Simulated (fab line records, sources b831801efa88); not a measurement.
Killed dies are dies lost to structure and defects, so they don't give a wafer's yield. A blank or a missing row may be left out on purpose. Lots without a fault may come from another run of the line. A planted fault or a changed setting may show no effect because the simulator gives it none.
fab line records | flow gf180mcu | part 1 of 2: steps 1 to 24 of 34
record lots=5 wafers=15 last_day=33
route steps=602 shown HV_LDD@176
lots that met no fault: from a run of the same line without faults
start_h: hours from the record's first day to the start of the lot's first wafer shown | wait_h: hours since the lot's step before | " the same as in the row above | L1.1+2: a row that stands for several wafers | - no value, or no start given | * or withheld: withheld | < > ~ a bound
route shown NAME@n: a module of which the file shows steps, and the number in the route of the first | usual: mean/standard deviation of fault-free wafers | same: alike in all rows | chamber/n: place in a boat | sites: the reading at each site | _std_site: their standard deviation | _edge_site: outer sites' mean less inner sites' | radius_mm: how far each site lies from the wafer's centre | mask NAME#n: copy n | behind: the tool/chamber that last shaped the wafer | hold: why the lot was held/for how many hours/how that ended | device: the transistor (n, p or np) that didn't switch | end of line: the same wafers' tests at the end of the route | a step without rows: its recipe alone | killed: dies lost to structure and defects at the first sort, not the wafer's yield | map: a wafer's dies, x killed, . not, _ none there
set.NAME: the setting as run; set.NAME@STEP: as run at that earlier step | model.NAME: the simulator's own value behind a step, which no gauge read
lots at some steps of the route; a table a step, a row a wafer
services: from which hour (start_h, from the record's first day; less than 0 if before it) a tool's chamber was out of use, for how many hours, and why
## steps
# step GF_HV_LDD_DEHYDRATE_00
# recipe temp_c=200 time_s=60
# usual chill_plate_temp_C=23.01/0.11
# columns lot.wafer tool chamber start_h wait_h chill_plate_temp_C
L074.4 litho_track-01 0 206.43 7.8 23.18
L074.5 " 0 " " 22.94
L074.6 " 0 " " 22.89
L075.3 litho_track-04 0 216.18 8.3 22.91
L075.4 " 0 " " 23.00
L075.5 " 0 " " 22.94
L082.1 litho_track-03 0 261.73 8.9 22.85
L082.4 " 0 " " 22.95
L082.6 " 0 " " 22.89
L088.3 litho_track-04 0 303.83 9.7 22.92
L088.4 " 0 " " 23.03
L088.6 " 0 " " 22.99
L093.2 litho_track-03 0 342.95 9.7 23.05
L093.5 " 0 " " 22.88
L093.6 " 0 " " 23.09
# step GF_HV_LDD_HMDS_01
# recipe prime_time_s=60 prime_temp_c=120
# usual chill_plate_temp_C=23.01/0.11
# columns lot.wafer tool chamber start_h wait_h chill_plate_temp_C
L074.4 litho_track-01 0 206.58 0.1 23.09
L074.5 " 0 " " 22.99
L074.6 " 0 " " 23.14
L075.3 litho_track-04 0 216.33 0.1 23.01
L075.4 " 0 " " 23.11
L075.5 " 0 " " 23.14
L082.1 litho_track-03 0 261.88 0.1 23.08
L082.4 " 0 " " 23.13
L082.6 " 0 " " 23.10
L088.3 litho_track-04 0 303.98 0.1 22.98
L088.4 " 0 " " 23.01
L088.6 " 0 " " 23.07
L093.2 litho_track-03 0 343.10 0.1 22.81
L093.5 " 0 " " 22.90
L093.6 " 0 " " 23.02
# step GF_HV_LDD_COAT_02
# recipe resist=NOVOLAK spin_rpm=3000 resist_thk_nm=1000
# usual chill_plate_temp_C=23.00/0.1 spin_speed_rpm=3000.0/2.3
# columns lot.wafer tool chamber start_h wait_h chill_plate_temp_C spin_speed_rpm
L074.4 litho_track-01 0 206.73 0.1 22.94 3000.7
L074.5 " 0 " " 23.01 2999.3
L074.6 " 0 " " 23.01 2998.8
L075.3 litho_track-04 0 216.48 0.1 23.11 3001.1
L075.4 " 0 " " 22.95 3004.7
L075.5 " 0 " " 22.98 2997.0
L082.1 litho_track-03 0 262.03 0.1 22.94 3001.2
L082.4 " 0 " " 22.99 2999.7
L082.6 " 0 " " 22.94 2999.5
L088.3 litho_track-04 0 304.13 0.1 23.01 2999.7
L088.4 " 0 " " 23.10 2994.1
L088.6 " 0 " " 22.91 3000.9
L093.2 litho_track-03 0 343.25 0.1 23.20 3001.6
L093.5 " 0 " " 23.05 3001.0
L093.6 " 0 " " 23.09 3000.7
# step GF_HV_LDD_SOFTBAKE_03
# recipe temp_c=90 time_s=60 resist=NOVOLAK
# usual chill_plate_temp_C=23.02/0.1
# columns lot.wafer tool chamber start_h wait_h chill_plate_temp_C
L074.4 litho_track-01 0 206.88 0.1 22.91
L074.5 " 0 " " 22.98
L074.6 " 0 " " 23.16
L075.3 litho_track-04 0 216.63 0.1 23.10
L075.4 " 0 " " 23.06
L075.5 " 0 " " 23.11
L082.1 litho_track-03 0 262.18 0.1 22.99
L082.4 " 0 " " 23.05
L082.6 " 0 " " 23.07
L088.3 litho_track-04 0 304.28 0.1 22.88
L088.4 " 0 " " 22.96
L088.6 " 0 " " 22.93
L093.2 litho_track-03 0 343.40 0.1 23.06
L093.5 " 0 " " 23.27
L093.6 " 0 " " 23.16
# step GF_HV_LDD_EXPOSE_04
# recipe mask_id=Nplus_LV_AREA target_cd_nm=400 na=0.6 source_shape=conventional sigma_outer=0.6 dose_mj=140
# usual focus_offset_nm=0.0/0.51 stage_vel_mm_s=500.00/0.27
# columns lot.wafer tool chamber start_h wait_h mask focus_offset_nm stage_vel_mm_s
L074.4 iline_stepper-01 0 - - Nplus_LV_AREA#0 -0.4 500.21
L074.5 " 0 " " Nplus_LV_AREA#0 0.0 500.27
L074.6 " 0 " " Nplus_LV_AREA#0 -1.0 500.18
L075.3 iline_stepper-02 0 - - Nplus_LV_AREA#0 0.2 499.73
L075.4 " 0 " " Nplus_LV_AREA#0 0.2 500.03
L075.5 " 0 " " Nplus_LV_AREA#0 0.6 499.85
L082.1 iline_stepper-01 0 - - Nplus_LV_AREA#0 0.0 499.53
L082.4 " 0 " " Nplus_LV_AREA#0 -0.1 500.34
L082.6 " 0 " " Nplus_LV_AREA#0 0.2 499.50
L088.3 iline_stepper-02 0 - - Nplus_LV_AREA#0 0.5 500.05
L088.4 " 0 " " Nplus_LV_AREA#0 -0.2 499.92
L088.6 " 0 " " Nplus_LV_AREA#0 0.3 500.03
L093.2 iline_stepper-01 0 - - Nplus_LV_AREA#0 -0.1 499.84
L093.5 " 0 " " Nplus_LV_AREA#0 0.1 499.31
L093.6 " 0 " " Nplus_LV_AREA#0 -0.1 499.92
# step GF_HV_LDD_PEB_05
# recipe temp_c=withheld time_s=* resist=NOVOLAK
# usual chill_plate_temp_C=*
# columns lot.wafer tool chamber start_h wait_h chill_plate_temp_C
L074.4 litho_track-04 0 - - *
L074.5 " 0 " " *
L074.6 " 0 " " *
L075.3 litho_track-04 0 - - *
L075.4 " 0 " " *
L075.5 " 0 " " *
L082.1 litho_track-03 0 - - *
L082.4 " 0 " " *
L082.6 " 0 " " *
L088.3 litho_track-01 0 - - *
L088.4 " 0 " " *
L088.6 " 0 " " *
L093.2 litho_track-04 0 - - *
L093.5 " 0 " " *
L093.6 " 0 " " *
# step GF_HV_LDD_DEVELOP_06
# recipe develop_time_s=60 dev_temp_c=23
# usual chill_plate_temp_C=23.01/0.11
# columns lot.wafer tool chamber start_h wait_h chill_plate_temp_C
L074.4 litho_track-04 0 215.41 0.1 22.90
L074.5 " 0 " " 22.85
L074.6 " 0 " " 23.18
L075.3 litho_track-04 0 224.68 0.1 23.04
L075.4 " 0 " " 23.22
L075.5 " 0 " " 23.09
L082.1 litho_track-03 0 271.33 0.1 23.04
L082.4 " 0 " " 22.98
L082.6 " 0 " " 22.91
L088.3 litho_track-01 0 314.70 0.1 22.97
L088.4 " 0 " " 22.80
L088.6 " 0 " " 22.87
L093.2 litho_track-04 0 353.66 0.1 23.12
L093.5 " 0 " " 22.94
L093.6 " 0 " " 23.12
# step GF_HV_LDD_CD_MEAS_07
# recipe target_cd_nm=400
# usual cd_nm=400.5/2.9
# columns lot.wafer tool chamber start_h wait_h cd_nm
L074.4 cd_sem-02 - 215.54 0.1 395.6
L074.5 " - " " 395.0
L074.6 " - " " 394.8
L075.3 cd_sem-01 - 224.82 0.1 401.4
L075.4 " - " " 403.4
L075.5 " - " " 406.4
L082.1 cd_sem-02 - 271.48 0.1 400.1
L082.4 " - " " 400.9
L082.6 " - " " 398.5
L088.3 cd_sem-02 - 314.84 0.1 398.0
L088.4 " - " " 395.9
L088.6 " - " " 395.7
L093.2 cd_sem-02 - 353.80 0.1 401.8
L093.5 " - " " 402.0
L093.6 " - " " 400.8
# step GF_HV_LDD_OVL_MEAS_08
# usual HV_LDD_OVL=0.5/1.5
# columns lot.wafer tool chamber start_h wait_h HV_LDD_OVL[nm]
L074.4 overlay-01 - 215.62 0.1 1.4
L074.5 " - " " 2.0
L074.6 " - " " 0.0
L075.3 overlay-01 - 224.92 0.1 -1.2
L075.4 " - " " 1.2
L075.5 " - " " 0.7
L082.1 overlay-02 - 271.60 0.1 1.8
L082.4 " - " " 1.8
L082.6 " - " " 1.0
L088.3 overlay-01 - 314.93 0.1 1.9
L088.4 " - " " 2.7
L088.6 " - " " 2.5
L093.2 overlay-01 - 353.91 0.1 -1.1
L093.5 " - " " -0.4
L093.6 " - " " 0.5
# step GF_HV_LDD_IMPLANT_09
# recipe species=As energy_kev=40 dose_cm2=1e+14 tilt_deg=7
# columns lot.wafer tool chamber start_h wait_h
L074.4+5+6 implanter-02 0 215.72 0.1
L075.3+4+5 implanter-02 0 224.99 0.1
L082.1+4+6 implanter-02 0 271.63 0.0
L088.3+4+6 implanter-02 0 315.00 0.1
L093.2+5+6 implanter-03 0 353.96 0.0
# step GF_HV_LDD_STRIP_10
# recipe chemistry=O2/N2 power_w=1400 pressure_mtorr=1500 platen_temp_c=250 o2_flow_sccm=3000 n2_flow_sccm=300 overash_fraction=0.5
# usual chamber_pressure_mTorr=1500.2/1.3 drypump_motor_current_A=5.6/0.58 heater_power_w=320/27 oes_product_au=0.716/0.0043 strip_time_to_endpoint_s=12.66/0.032
# columns lot.wafer tool chamber start_h wait_h chamber_pressure_mTorr drypump_motor_current_A heater_power_w oes_product_au rf_hours_counter_h strip_time_to_endpoint_s
L074.4 plasma_asher-03 1 215.82 0.1 1498.2 5.0 296 0.722 - 12.64
L074.5 " 0 " " 1499.7 5.8 337 0.711 - 12.65
L074.6 " 1 " " 1499.8 5.0 289 0.716 - 12.64
L075.3 plasma_asher-03 1 225.12 0.1 1499.6 5.0 286 0.720 - 12.66
L075.4 " 0 " " 1502.7 5.8 349 0.715 - 12.63
L075.5 " 0 " " 1500.1 5.8 346 0.713 - 12.66
L082.1 plasma_asher-01 0 271.78 0.1 1501.9 5.6 367 0.716 47 12.68
L082.4 " 1 " " 1501.2 5.0 305 0.713 - 12.67
L082.6 " 1 " " 1500.5 5.0 294 0.713 - 12.69
L088.3 plasma_asher-02 0 315.14 0.1 1501.9 5.3 319 0.721 - 12.66
L088.4 " 1 " " 1501.8 6.6 297 0.718 - 12.67
L088.6 " 0 " " 1499.8 5.3 319 0.720 - 12.68
L093.2 plasma_asher-03 0 354.09 0.1 1500.1 5.8 345 0.716 69 12.68
L093.5 " 0 " " 1502.5 5.8 342 0.723 - 12.62
L093.6 " 1 " " 1500.0 5.0 282 0.718 - 12.68
# step GF_HV_LDD_TW_MEAS_11
# usual HV_LDD_TW=2393/12
# columns lot.wafer tool chamber start_h wait_h HV_LDD_TW
L074.4 film_metro-02 - 215.92 0.1 2393
L074.5 " - " " 2391
L074.6 " - " " 2376
L075.3 film_metro-02 - 225.21 0.1 2407
L075.4 " - " " 2401
L075.5 " - " " 2396
L082.1 film_metro-02 - 271.88 0.1 2379
L082.4 " - " " 2397
L082.6 " - " " 2383
L088.3 film_metro-04 - 315.22 0.1 2393
L088.4 " - " " 2401
L088.6 " - " " 2401
L093.2 film_metro-02 - 354.20 0.1 2381
L093.5 " - " " 2380
L093.6 " - " " 2378
# step GF_HV_LDD_DEHYDRATE_12
# recipe temp_c=200 time_s=60
# usual chill_plate_temp_C=23.00/0.11
# columns lot.wafer tool chamber start_h wait_h chill_plate_temp_C
L074.4 litho_track-04 0 223.96 8.0 22.88
L074.5 " 0 " " 22.96
L074.6 " 0 " " 23.02
L075.3 litho_track-04 0 233.88 8.7 22.98
L075.4 " 0 " " 23.16
L075.5 " 0 " " 22.91
L082.1 litho_track-01 0 280.90 9.0 23.04
L082.4 " 0 " " 22.85
L082.6 " 0 " " 22.85
L088.3 litho_track-04 0 325.08 9.8 23.08
L088.4 " 0 " " 23.02
L088.6 " 0 " " 23.05
L093.2 litho_track-01 0 364.77 10.6 23.22
L093.5 " 0 " " 23.27
L093.6 " 0 " " 23.16
# step GF_HV_LDD_HMDS_13
# recipe prime_time_s=60 prime_temp_c=120
# usual chill_plate_temp_C=23.03/0.11
# columns lot.wafer tool chamber start_h wait_h chill_plate_temp_C
L074.4 litho_track-04 0 224.11 0.1 22.92
L074.5 " 0 " " 23.00
L074.6 " 0 " " 23.00
L075.3 litho_track-04 0 234.03 0.1 23.03
L075.4 " 0 " " 23.18
L075.5 " 0 " " 23.08
L082.1 litho_track-01 0 281.05 0.1 23.08
L082.4 " 0 " " 23.11
L082.6 " 0 " " 23.05
L088.3 litho_track-04 0 325.23 0.1 22.96
L088.4 " 0 " " 23.04
L088.6 " 0 " " 23.07
L093.2 litho_track-01 0 364.92 0.1 23.15
L093.5 " 0 " " 22.93
L093.6 " 0 " " 22.96
# step GF_HV_LDD_COAT_14
# recipe resist=NOVOLAK spin_rpm=3000 resist_thk_nm=1000
# usual chill_plate_temp_C=23.00/0.11 spin_speed_rpm=2999.9/2.3
# columns lot.wafer tool chamber start_h wait_h chill_plate_temp_C spin_speed_rpm
L074.4 litho_track-04 0 224.26 0.1 23.05 2997.6
L074.5 " 0 " " 22.86 2999.9
L074.6 " 0 " " 22.84 3001.9
L075.3 litho_track-04 0 234.18 0.1 23.17 2996.3
L075.4 " 0 " " 23.01 2999.6
L075.5 " 0 " " 22.99 2997.2
L082.1 litho_track-01 0 281.20 0.1 23.02 2998.9
L082.4 " 0 " " 23.07 2997.7
L082.6 " 0 " " 22.99 2998.4
L088.3 litho_track-04 0 325.38 0.1 23.14 2998.6
L088.4 " 0 " " 23.07 3004.2
L088.6 " 0 " " 22.99 2998.3
L093.2 litho_track-01 0 365.07 0.1 23.04 3001.8
L093.5 " 0 " " 23.07 3000.0
L093.6 " 0 " " 23.13 3000.7
# step GF_HV_LDD_SOFTBAKE_15
# recipe temp_c=90 time_s=60 resist=NOVOLAK
# usual chill_plate_temp_C=22.98/0.1
# columns lot.wafer tool chamber start_h wait_h chill_plate_temp_C
L074.4 litho_track-04 0 224.41 0.1 23.05
L074.5 " 0 " " 23.01
L074.6 " 0 " " 22.98
L075.3 litho_track-04 0 234.33 0.1 23.00
L075.4 " 0 " " 23.08
L075.5 " 0 " " 22.94
L082.1 litho_track-01 0 281.35 0.1 22.89
L082.4 " 0 " " 22.98
L082.6 " 0 " " 23.06
L088.3 litho_track-04 0 325.53 0.1 23.05
L088.4 " 0 " " 22.84
L088.6 " 0 " " 22.95
L093.2 litho_track-01 0 365.22 0.1 22.90
L093.5 " 0 " " 23.16
L093.6 " 0 " " 22.94
# step GF_HV_LDD_EXPOSE_16
# recipe mask_id=Pplus_LV_AREA target_cd_nm=400 na=0.6 source_shape=conventional sigma_outer=0.6 dose_mj=140
# usual focus_offset_nm=-0.1/0.49 stage_vel_mm_s=499.97/0.25
# columns lot.wafer tool chamber start_h wait_h mask focus_offset_nm stage_vel_mm_s
L074.4 iline_stepper-01 0 - - Pplus_LV_AREA#0 -0.9 500.11
L074.5 " 0 " " Pplus_LV_AREA#0 -0.3 499.89
L074.6 " 0 " " Pplus_LV_AREA#0 -0.8 500.25
L075.3 iline_stepper-01 0 - - Pplus_LV_AREA#0 0.6 500.28
L075.4 " 0 " " Pplus_LV_AREA#0 -0.1 500.13
L075.5 " 0 " " Pplus_LV_AREA#0 -0.2 499.68
L082.1 iline_stepper-02 0 - - Pplus_LV_AREA#0 0.2 500.00
L082.4 " 0 " " Pplus_LV_AREA#0 0.3 500.18
L082.6 " 0 " " Pplus_LV_AREA#0 0.4 499.77
L088.3 iline_stepper-02 0 - - Pplus_LV_AREA#0 -0.2 499.99
L088.4 " 0 " " Pplus_LV_AREA#0 -0.7 499.92
L088.6 " 0 " " Pplus_LV_AREA#0 0.2 499.70
L093.2 iline_stepper-02 0 - - Pplus_LV_AREA#0 0.5 499.60
L093.5 " 0 " " Pplus_LV_AREA#0 0.4 500.02
L093.6 " 0 " " Pplus_LV_AREA#0 -0.5 499.90
# step GF_HV_LDD_PEB_17
# recipe temp_c=withheld time_s=* resist=NOVOLAK
# usual chill_plate_temp_C=*
# columns lot.wafer tool chamber start_h wait_h chill_plate_temp_C
L074.4 litho_track-04 0 - - *
L074.5 " 0 " " *
L074.6 " 0 " " *
L075.3 litho_track-04 0 - - *
L075.4 " 0 " " *
L075.5 " 0 " " *
L082.1 litho_track-01 0 - - *
L082.4 " 0 " " *
L082.6 " 0 " " *
L088.3 litho_track-03 0 - - *
L088.4 " 0 " " *
L088.6 " 0 " " *
L093.2 litho_track-03 0 - - *
L093.5 " 0 " " *
L093.6 " 0 " " *
# step GF_HV_LDD_DEVELOP_18
# recipe develop_time_s=60 dev_temp_c=23
# usual chill_plate_temp_C=22.98/0.095
# columns lot.wafer tool chamber start_h wait_h chill_plate_temp_C
L074.4 litho_track-04 0 233.76 0.1 23.09
L074.5 " 0 " " 23.03
L074.6 " 0 " " 23.13
L075.3 litho_track-04 0 243.48 0.1 22.91
L075.4 " 0 " " 23.05
L075.5 " 0 " " 22.87
L082.1 litho_track-01 0 291.00 0.1 22.79
L082.4 " 0 " " 22.98
L082.6 " 0 " " 23.05
L088.3 litho_track-03 0 335.88 0.1 23.02
L088.4 " 0 " " 23.00
L088.6 " 0 " " 22.97
L093.2 litho_track-03 0 376.30 0.1 22.81
L093.5 " 0 " " 22.89
L093.6 " 0 " " 22.82
# step GF_HV_LDD_CD_MEAS_19
# recipe target_cd_nm=400
# usual cd_nm=399.8/2.5
# columns lot.wafer tool chamber start_h wait_h cd_nm
L074.4 cd_sem-01 - 233.89 0.1 400.8
L074.5 " - " " 398.9
L074.6 " - " " 400.8
L075.3 cd_sem-01 - 243.62 0.1 402.9
L075.4 " - " " 403.6
L075.5 " - " " 403.0
L082.1 cd_sem-01 - 291.15 0.1 399.4
L082.4 " - " " 399.7
L082.6 " - " " 400.3
L088.3 cd_sem-01 - 336.02 0.1 401.8
L088.4 " - " " 400.4
L088.6 " - " " 401.5
L093.2 cd_sem-01 - 376.45 0.1 396.7
L093.5 " - " " 395.8
L093.6 " - " " 394.8
# step GF_HV_LDD_OVL_MEAS_20
# usual HV_LDD_01_OVL=0.7/1.3
# columns lot.wafer tool chamber start_h wait_h HV_LDD_01_OVL[nm]
L074.4 overlay-01 - 233.97 0.1 -0.2
L074.5 " - " " -1.8
L074.6 " - " " 1.5
L075.3 overlay-01 - 243.72 0.1 0.6
L075.4 " - " " -0.5
L075.5 " - " " -0.6
L082.1 overlay-02 - 291.27 0.1 1.2
L082.4 " - " " 1.8
L082.6 " - " " 0.6
L088.3 overlay-01 - 336.11 0.1 -1.2
L088.4 " - " " 1.2
L088.6 " - " " 0.4
L093.2 overlay-01 - 376.55 0.1 0.1
L093.5 " - " " 2.4
L093.6 " - " " 0.7
# step GF_HV_LDD_IMPLANT_21
# recipe species=BF2 energy_kev=25 dose_cm2=5e+13 tilt_deg=7
# columns lot.wafer tool chamber start_h wait_h
L074.4+5+6 implanter-03 0 234.07 0.1
L075.3+4+5 implanter-02 0 243.79 0.1
L082.1+4+6 implanter-03 0 291.31 0.0
L088.3+4+6 implanter-02 0 336.18 0.1
L093.2+5+6 implanter-04 0 376.61 0.0
# step GF_HV_LDD_STRIP_22
# recipe chemistry=O2/N2 power_w=1400 pressure_mtorr=1500 platen_temp_c=250 o2_flow_sccm=3000 n2_flow_sccm=300 overash_fraction=0.5
# usual chamber_pressure_mTorr=1500.0/1.4 drypump_motor_current_A=5.5/0.48 heater_power_w=325/32 oes_product_au=0.717/0.0046 strip_time_to_endpoint_s=12.64/0.031
# columns lot.wafer tool chamber start_h wait_h chamber_pressure_mTorr drypump_motor_current_A heater_power_w oes_product_au rf_hours_counter_h strip_time_to_endpoint_s
L074.4 plasma_asher-01 0 234.17 0.1 1500.2 5.6 382 0.720 - 12.61
L074.5 " 1 " " 1498.4 5.0 314 0.716 - 12.61
L074.6 " 0 " " 1499.7 5.6 364 0.719 - 12.60
L075.3 plasma_asher-01 1 243.92 0.1 1498.0 5.0 303 0.717 - 12.60
L075.4 " 0 " " 1500.4 5.6 375 0.722 - 12.58
L075.5 " 1 " " 1500.7 5.0 304 0.718 - 12.60
L082.1 plasma_asher-03 0 291.46 0.1 1500.0 5.8 346 0.722 62 12.64
L082.4 " 1 " " 1498.7 5.1 286 0.717 - 12.63
L082.6 " 0 " " 1500.9 5.8 358 0.722 - 12.62
L088.3 plasma_asher-01 1 336.32 0.1 1498.8 5.0 305 0.707 - 12.70
L088.4 " 0 " " 1501.3 5.6 369 0.715 - 12.69
L088.6 " 0 " " 1500.6 5.6 371 0.711 - 12.74
L093.2 plasma_asher-03 1 376.73 0.1 1501.9 5.1 292 0.716 71 12.63
L093.5 " 0 " " 1499.8 5.8 357 0.711 - 12.63
L093.6 " 1 " " 1499.9 5.1 298 0.719 - 12.63
# step GF_HV_LDD_TW_MEAS_23
# usual HV_LDD_2_TW=1047/5.1
# columns lot.wafer tool chamber start_h wait_h HV_LDD_2_TW
L074.4 film_metro-02 - 234.27 0.1 1045
L074.5 " - " " 1054
L074.6 " - " " 1046
L075.3 film_metro-02 - 244.01 0.1 1045
L075.4 " - " " 1044
L075.5 " - " " 1052
L082.1 film_metro-04 - 291.56 0.1 1056
L082.4 " - " " 1056
L082.6 " - " " 1056
L088.3 film_metro-03 - 336.40 0.1 1051
L088.4 " - " " 1047
L088.6 " - " " 1047
L093.2 film_metro-04 - 376.84 0.1 1041
L093.5 " - " " 1043
L093.6 " - " " 1049
